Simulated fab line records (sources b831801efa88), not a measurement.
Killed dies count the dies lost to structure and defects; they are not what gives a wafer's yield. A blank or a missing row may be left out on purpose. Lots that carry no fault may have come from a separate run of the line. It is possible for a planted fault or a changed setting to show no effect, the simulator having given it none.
Chamber matching | flow gf180mcu | rie-diel-04 running GF_V4_ETCH_16: 4 sister chambers
The step etches BARC in N2/H2. 4 wafers are shown with their chamber, then 8 later ones without.

## WAFERS WITH THEIR CHAMBER
wafer  | chamber | drypump-motor-current-A (A)
L692.2 | 2       | 5.8
L698.4 | 0       | 4.8
L698.5 | 3       | 6.2
L700.1 | 1       | 6.0

## WAFERS WITH NO CHAMBER GIVEN
wafer  | drypump-motor-current-A (A)
L700.3 | 5.9
L700.5 | 4.8
L705.3 | 6.0
L705.4 | 5.8
L705.5 | 5.8
L706.2 | 5.9
L706.3 | 4.8
L706.5 | 5.9

## WHICH CHAMBER EACH WENT THROUGH
wafer  | from the rows above     | in truth
L700.3 | can't be placed: 1 or 2 | 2
L700.5 | 0                       | 0
L705.3 | 1                       | 1
L705.4 | 2                       | 2
L705.5 | 2                       | 2
L706.2 | can't be placed: 1 or 2 | 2
L706.3 | 0                       | 0
L706.5 | can't be placed: 1 or 2 | 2
Placed correctly: 5 of 8. Cannot be placed on the basis of these rows: 3; the candidates contain the true chamber in 3. Wrongly placed: 0.
How it was worked out, from the rows above alone: a wafer's distance from a chamber is the root of the sum, over the readings, of the square of ((its reading less the chamber's mean) divided by the reading's scatter). The wafer belongs to the nearest chamber; if the next one is less than 2 further off, it can't be placed. The mean given for a chamber averages the wafers shown for that chamber. The scatter: root of mean squared gap, hidden wafer to nearest shown wafer, with one shown wafer a chamber.
